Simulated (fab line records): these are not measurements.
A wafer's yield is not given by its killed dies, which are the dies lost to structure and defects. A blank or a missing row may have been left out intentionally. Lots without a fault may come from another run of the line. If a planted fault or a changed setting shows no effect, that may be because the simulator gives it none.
Which of the tools did it?	flow sky130	12 lots, 36 wafers sampled, at 3 steps of a route of 708

== WHAT THE GAUGES SHOWED, per wafer ==
SKY_SD_P_CD_MEAS_07 targets a cd of 380 nm. Usual: 379.6 nm for cd-nm, sd 2.1.
lot	measured	on	cd-nm (nm)	flag
L372	day 26 13:53	cd-sem-01	378.5 383.2 381.7	
L373	day 27 02:17	cd-sem-01	378.1 381.9 378.8	
L380	day 29 15:01	cd-sem-02	379.6 379.0 378.9	
L382	day 30 10:08	cd-sem-01	376.8 378.4 377.8	
L384	day 30 18:51	cd-sem-02	381.5 382.9 381.8	
L385	day 31 03:05	cd-sem-02	379.3 379.6 376.8	
L386	day 31 14:48	cd-sem-01	380.6 381.3 379.6	
L387	day 31 17:42	cd-sem-02	382.8 383.6 382.3	
L388	day 31 23:29	cd-sem-01	377.6 379.6 378.8	
L389	day 32 09:26	cd-sem-01	376.8 378.4 377.8	
L390	day 32 13:07	cd-sem-01	383.4 381.9 381.4	
L391	day 32 19:10	cd-sem-02	381.0 379.7 383.5	

SKY_SD_P_OVL_MEAS_08. Usual: SD_P_OVL typically reads 0.2 nm, with standard deviation 1.3.
lot	measured	on	SD_P_OVL (nm)	flag
L372	day 26 14:01	overlay-01	-0.9 0.6 -1.2	
L373	day 27 02:23	overlay-02	2.0 0.4 -0.5	
L380	day 29 15:07	overlay-01	2.6 1.5 2.8	
L382	day 30 10:13	overlay-01	-0.4 -1.2 0.6	
L384	day 30 18:58	overlay-01	1.4 -0.8 1.7	
L385	day 31 03:12	overlay-02	0.6 1.1 1.1	
L386	day 31 14:55	overlay-01	-0.2 -2.1 0.6	
L387	day 31 17:49	overlay-02	0.8 1.1 0.6	
L388	day 31 23:37	overlay-01	-0.8 -0.2 0.8	
L389	day 32 09:34	overlay-02	1.8 0.6 2.3	
L390	day 32 13:14	overlay-01	0.7 1.7 -0.1	
L391	day 32 19:16	overlay-01	0.5 -0.4 -0.3	

SKY_LI_CONTACT_BOW_MEAS_03. Usual: LI_CONTACT_BOW typically reads 55 um, with standard deviation 6.6.
lot	measured	on	LI_CONTACT_BOW (um)	flag
L372	day 29 00:25	film-metro-04	51 42 50	
L373	day 29 13:38	film-metro-04	51 55 42	
L380	day 32 00:40	film-metro-04	62 57 52	
L382	day 32 19:40	film-metro-04	64 46 42	
L384	day 33 04:34	film-metro-01	58 46 64	
L385	day 33 10:23	film-metro-04	50 51 49	
L386	day 33 22:52	film-metro-04	67 60 51	
L387	day 34 02:13	film-metro-02	53 47 53	
L388	day 34 09:53	film-metro-02	49 52 49	
L389	day 34 16:38	film-metro-02	49 59 45	
L390	day 34 21:05	film-metro-04	52 62 42	
L391	day 35 01:14	film-metro-02	70 58 65	

== TOOL THAT RAN EACH LOT (tool first, then ch and the chambers of the sampled wafers, then the start) ==
The record shows no process step preceding these readings.

== AS READ BY THE TOOLS THEMSELVES (means over the sampled wafers that have a number; for cases with no such wafer, the mark the record gives instead) ==
The record holds no such reading with a usual standard deviation.

== THE ANSWER, worked out from the rows above alone ==
Rule: lot off if the mean of its wafers having a number is beyond 3 standard deviations from the usual mean. A lot without any number at a reading at which 4 lots or more have one is off too. The other lots that the step has rows for count as sound. First the gauges in route order, then the tools' own readings, where a lot's mean is used as printed above. The first step at which some lot is off is used, and at that step the reading that is off furthest; a lot without a number counts as furthest.
Nothing can be told from this: no lot is off at any reading shown.

== WHAT HAD BEEN PUT IN BY THE SIMULATOR ==
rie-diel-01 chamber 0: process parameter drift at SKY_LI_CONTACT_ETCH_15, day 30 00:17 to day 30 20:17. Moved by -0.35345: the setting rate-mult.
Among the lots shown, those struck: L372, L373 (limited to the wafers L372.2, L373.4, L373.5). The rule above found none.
